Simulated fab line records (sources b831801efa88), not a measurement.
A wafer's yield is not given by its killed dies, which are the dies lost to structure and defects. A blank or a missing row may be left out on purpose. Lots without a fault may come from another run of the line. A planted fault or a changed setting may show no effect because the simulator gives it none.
Which tool was responsible? + flow gf180mcu + 14 lots, 42 wafers sampled, at 4 steps of a route of 602

## WHAT EACH GAUGE READ, for each wafer
GF_CONTACT_OVL_MEAS_15. Usual: for CONTACT_OVL the level is -1 nm and the standard deviation is 5.
| lot  | measured     | on         | CONTACT_OVL (nm) | flag |
|------|--------------|------------|------------------|------|
| L472 | day 17 13:35 | overlay-02 | 4 5 -3           |      |
| L473 | day 18 05:23 | overlay-02 | -5 3 3           |      |
| L474 | day 18 18:05 | overlay-01 | 5 0 -1           |      |
| L475 | day 19 01:53 | overlay-01 | -10 -9 -1        |      |
| L477 | day 19 18:17 | overlay-02 | 1 1 3            |      |
| L478 | day 19 18:38 | overlay-01 | 3 2 0            |      |
| L479 | day 20 09:38 | overlay-02 | -11 -12 -7       |      |
| L480 | day 20 17:27 | overlay-01 | -1 7 2           |      |
| L481 | day 21 03:11 | overlay-02 | -3 2 -2          |      |
| L482 | day 21 05:50 | overlay-02 | -12 4 1          |      |
| L488 | day 23 05:30 | overlay-02 | -6 7 -4          |      |
| L489 | day 23 11:14 | overlay-01 | 3 0 0            |      |
| L492 | day 24 11:06 | overlay-01 | 0 3 -8           |      |
| L493 | day 24 20:09 | overlay-01 | 5 6 0            |      |

## WHAT TOOL EACH LOT RAN ON (gives the tool, then ch and the chambers of the sampled wafers, and finally the start)
| lot  | GF_SALICIDE_RTA_06              | GF_SALICIDE_RTA_08              | GF_CONTACT_CMP_04             |
|------|---------------------------------|---------------------------------|-------------------------------|
| L472 | rtpAnneal-02 ch 0, day 16 13:06 | rtpAnneal-02 ch 0, day 16 13:17 | cmp-01 ch 0,2,3, day 16 13:38 |
| L473 | rtpAnneal-02 ch 0, day 17 05:07 | rtpAnneal-02 ch 0, day 17 05:19 | cmp-01 ch 0,1,2, day 17 05:42 |
| L474 | rtpAnneal-02 ch 0, day 17 16:44 | rtpAnneal-02 ch 0, day 17 16:55 | cmp-01 ch 0,2,3, day 17 17:14 |
| L475 | rtpAnneal-02 ch 0, day 18 00:20 | rtpAnneal-02 ch 0, day 18 00:33 | cmp-01 ch 0,1,3, day 18 00:53 |
| L477 | rtpAnneal-02 ch 0, day 18 16:00 | rtpAnneal-02 ch 0, day 18 16:11 | cmp-01 ch 2,3, day 18 16:31   |
| L478 | rtpAnneal-02 ch 0, day 18 16:24 | rtpAnneal-02 ch 0, day 18 16:35 | cmp-02 ch 1,2,3, day 18 17:01 |
| L479 | rtpAnneal-01 ch 0, day 19 07:21 | rtpAnneal-02 ch 0, day 19 07:33 | cmp-01 ch 0,1,3, day 19 07:58 |
| L480 | rtpAnneal-02 ch 0, day 19 15:18 | rtpAnneal-02 ch 0, day 19 15:30 | cmp-01 ch 1,2, day 19 15:49   |
| L481 | rtpAnneal-02 ch 0, day 20 01:31 | rtpAnneal-01 ch 0, day 20 01:42 | cmp-02 ch 0,3, day 20 02:01   |
| L482 | rtpAnneal-02 ch 0, day 20 03:06 | rtpAnneal-01 ch 0, day 20 03:18 | cmp-01 ch 1,2,3, day 20 03:40 |
| L488 | rtpAnneal-02 ch 0, day 22 04:32 | rtpAnneal-01 ch 0, day 22 04:43 | cmp-01 ch 1,3, day 22 05:11   |
| L489 | rtpAnneal-02 ch 0, day 22 10:59 | rtpAnneal-01 ch 0, day 22 11:11 | cmp-02 ch 0,2,3, day 22 11:34 |
| L492 | rtpAnneal-01 ch 0, day 23 11:40 | rtpAnneal-02 ch 0, day 23 11:51 | cmp-02 ch 0,1,3, day 23 12:16 |
| L493 | rtpAnneal-02 ch 0, day 23 21:41 | rtpAnneal-01 ch 0, day 23 21:53 | cmp-02 ch 0,3, day 23 22:11   |
- GF_SALICIDE_RTA_06: time 30 s.
- GF_SALICIDE_RTA_08: time 30 s.
- GF_CONTACT_CMP_04: polishes SiO2.

## AS READ BY THE TOOLS THEMSELVES (means over the sampled wafers that have a number; for cases with no such wafer, the mark the record gives instead)
GF_SALICIDE_RTA_06. Usual: chamberO2Ppm 2.000, standard deviation 0.022; lampPowerPct 5.85 %, standard deviation 0.062; wafer_temp_C_max 533.1, standard deviation 0.71.
| lot  | tool         | chamberO2Ppm | lampPowerPct (%) | wafer_temp_C_max | flag |
|------|--------------|--------------|------------------|------------------|------|
| L472 | rtpAnneal-02 | 2.023        | 5.82             | 532.9            |      |
| L473 | rtpAnneal-02 | 2.023        | 5.82             | 533.1            |      |
| L474 | rtpAnneal-02 | 1.994        | 5.82             | 533.8            |      |
| L475 | rtpAnneal-02 | 1.987        | 5.82             | 533.8            |      |
| L477 | rtpAnneal-02 | 1.987        | 5.82             | 533.8            |      |
| L478 | rtpAnneal-02 | 2.033        | 5.82             | 533.5            |      |
| L479 | rtpAnneal-01 | 2.011        | 5.99             | 532.2            |      |
| L480 | rtpAnneal-02 | 1.967        | 5.82             | 533.8            |      |
| L481 | rtpAnneal-02 | 2.004        | 5.82             | 533.6            |      |
| L482 | rtpAnneal-02 | 2.003        | 5.82             | 533.2            |      |
| L488 | rtpAnneal-02 | 2.023        | 5.82             | 533.3            |      |
| L489 | rtpAnneal-02 | 2.019        | 5.81             | 532.8            |      |
| L492 | rtpAnneal-01 | 1.977        | 5.99             | 532.0            |      |
| L493 | rtpAnneal-02 | 1.999        | 5.82             | 533.1            |      |

GF_SALICIDE_RTA_08. Usual: chamberO2Ppm 1.998, standard deviation 0.021; lampPowerPct 16.38 %, standard deviation 0.23; wafer_temp_C_max 804.2, standard deviation 1.1.
| lot  | tool         | chamberO2Ppm | lampPowerPct (%) | wafer_temp_C_max | flag |
|------|--------------|--------------|------------------|------------------|------|
| L472 | rtpAnneal-02 | 1.994        | 16.15            | 805.8            |      |
| L473 | rtpAnneal-02 | 1.985        | 16.15            | 804.2            |      |
| L474 | rtpAnneal-02 | 2.008        | 16.17            | 804.8            |      |
| L475 | rtpAnneal-02 | 2.019        | 16.16            | 805.5            |      |
| L477 | rtpAnneal-02 | 2.009        | 16.16            | 804.6            |      |
| L478 | rtpAnneal-02 | 1.989        | 13.02            | 735.1            | OFF  |
| L479 | rtpAnneal-02 | 2.001        | 13.02            | 735.9            | OFF  |
| L480 | rtpAnneal-02 | 1.993        | 13.03            | 736.1            | OFF  |
| L481 | rtpAnneal-01 | 2.013        | 16.59            | 803.3            |      |
| L482 | rtpAnneal-01 | 1.987        | 16.61            | 802.9            |      |
| L488 | rtpAnneal-01 | 1.994        | 16.63            | 803.1            |      |
| L489 | rtpAnneal-01 | 1.972        | 16.62            | 804.1            |      |
| L492 | rtpAnneal-02 | 1.992        | 16.17            | 804.9            |      |
| L493 | rtpAnneal-01 | 2.011        | 16.62            | 803.7            |      |

GF_CONTACT_CMP_04. Usual: edgeZonePressureFrac 0.999, standard deviation 0.0048; motorCurrentA 12.5 A, standard deviation 0.71; timeToEndpointS 111 s, standard deviation 9.3.
| lot  | tool   | edgeZonePressureFrac | motorCurrentA (A) | timeToEndpointS (s) | flag |
|------|--------|----------------------|-------------------|---------------------|------|
| L472 | cmp-01 | 0.999                | 12.3              | 101                 |      |
| L473 | cmp-01 | 1.008                | 12.0              | 103                 |      |
| L474 | cmp-01 | 1.000                | 12.2              | 101                 |      |
| L475 | cmp-01 | 0.996                | 12.2              | 108                 |      |
| L477 | cmp-01 | 1.003                | 12.3              | 107                 |      |
| L478 | cmp-02 | 1.000                | 12.6              | 117                 |      |
| L479 | cmp-01 | 1.001                | 12.0              | 101                 |      |
| L480 | cmp-01 | 1.001                | 12.0              | 113                 |      |
| L481 | cmp-02 | 0.997                | 13.2              | 113                 |      |
| L482 | cmp-01 | 1.001                | 12.4              | 107                 |      |
| L488 | cmp-01 | 1.003                | 12.2              | 109                 |      |
| L489 | cmp-02 | 0.998                | 13.1              | 120                 |      |
| L492 | cmp-02 | 0.997                | 12.1              | 119                 |      |
| L493 | cmp-02 | 0.996                | 13.0              | 126                 |      |

## THE ANSWER, worked out from the rows above alone
Rule: a lot counts as off when the mean over its wafers that have a number is more than 3 standard deviations away from the usual mean. A lot without any number at a reading at which 4 lots or more have one is off too. The other lots that the step has rows for count as sound. First the gauges in route order, then the tools' own readings, where a lot's mean is used as printed above. At the first step where some lot is off, the reading lying furthest off is the one used; lots without a number count as furthest.
Off: L478, L479, L480, at GF_SALICIDE_RTA_08 (wafer_temp_C_max).
If a tool, at that step or one of the process steps before it, ran each lot that is off and ran no sound lot following the first of them, it fits. Of those tried, none fits.

## WHAT WAS PUT IN BY THE SIMULATOR
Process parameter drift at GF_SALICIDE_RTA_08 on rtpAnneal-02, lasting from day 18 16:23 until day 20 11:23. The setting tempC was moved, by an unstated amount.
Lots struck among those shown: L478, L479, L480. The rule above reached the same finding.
